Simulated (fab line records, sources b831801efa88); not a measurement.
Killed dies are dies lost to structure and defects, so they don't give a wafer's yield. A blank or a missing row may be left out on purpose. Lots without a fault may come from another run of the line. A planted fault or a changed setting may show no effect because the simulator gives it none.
Chamber matching | flow gf180mcu | GF_V4_CMP_26 on cmp-01: 4 sister chambers
The step polishes, stops on SiO2, t overpolish 15 s, target thk 0 nm. 18 wafers are shown with their chamber, then 9 later ones without.

WAFERS WITH THEIR CHAMBER
wafer  | chamber | motor_current_A (A) | overpolish_run_s (s) | time_to_endpoint_s (s)
L346.1 | 2       | 10.2                | 15.000               | 86
L346.2 | 3       | 10.6                | 14.994               | 83
L346.4 | 1       | 10.6                | 14.999               | 84
L347.1 | 2       | 10.3                | 14.985               | 91
L347.2 | 1       | 10.9                | 14.997               | 87
L347.6 | 3       | 11.0                | 14.999               | 90
L348.1 | 0       | 12.5                | 14.992               | 87
L348.2 | 3       | 11.0                | 15.013               | 89
L348.3 | 1       | 10.8                | 15.001               | 84
L354.3 | 0       | 13.4                | 14.995               | 84
L354.4 | 1       | 11.2                | 15.005               | 81
L354.6 | 2       | 10.0                | 14.985               | 88
L355.1 | 0       | 12.5                | 14.979               | 79
L355.4 | 3       | 10.9                | 15.004               | 84
L355.5 | 1       | 11.3                | 14.997               | 80
L356.2 | 3       | 10.9                | 15.012               | 81
L356.4 | 2       | 10.5                | 15.015               | 86
L356.6 | 2       | 9.8                 | 14.996               | 86

SIGNATURES (means of the wafers above)
reading            | chamber 0 | chamber 1 | chamber 2 | chamber 3 | scatter within a chamber
motor_current_A    | 12.800    | 10.960    | 10.160    | 10.880    | 0.301
overpolish_run_s   | 14.98867  | 14.99980  | 14.99620  | 15.00440  | 0.00877
time_to_endpoint_s | 83.33     | 83.20     | 87.40     | 85.40     | 3.21
Rule: a wafer's distance from a chamber is the root of the sum, over the readings, of the square of ((its reading less the chamber's mean) divided by the reading's scatter). The wafer belongs to the nearest chamber; if the next one is less than 2 further off, it can't be placed. The scatter: the root of (the sum of the squares of (reading less its chamber's mean) over the shown wafers, divided by (wafers less chambers)).

WAFERS WITHOUT THEIR CHAMBER
wafer  | motor_current_A (A) | overpolish_run_s (s) | time_to_endpoint_s (s)
L361.2 | 10.0                | 14.998               | 88
L361.3 | 10.4                | 15.011               | 85
L361.4 | 10.7                | 15.008               | 86
L360.1 | 12.6                | 14.981               | 82
L360.3 | 10.7                | 14.999               | 85
L360.6 | 12.6                | 14.986               | 87
L362.2 | 11.1                | 15.008               | 89
L362.4 | 10.8                | 15.003               | 85
L362.5 | 11.0                | 15.003               | 86

WHICH CHAMBER EACH WENT THROUGH
wafer  | from the rows above          | in truth
L361.2 | 2                            | 2
L361.3 | can't be placed: 3 or 2 or 1 | 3
L361.4 | can't be placed: 3 or 1 or 2 | 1
L360.1 | 0                            | 0
L360.3 | can't be placed: 3 or 1 or 2 | 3
L360.6 | 0                            | 0
L362.2 | can't be placed: 3 or 1      | 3
L362.4 | can't be placed: 3 or 1      | 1
L362.5 | can't be placed: 3 or 1      | 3
Placed correctly: 3 of 9. Can't be placed from these rows: 6 (the true chamber is among the candidates in 6). Placed wrongly: 0.
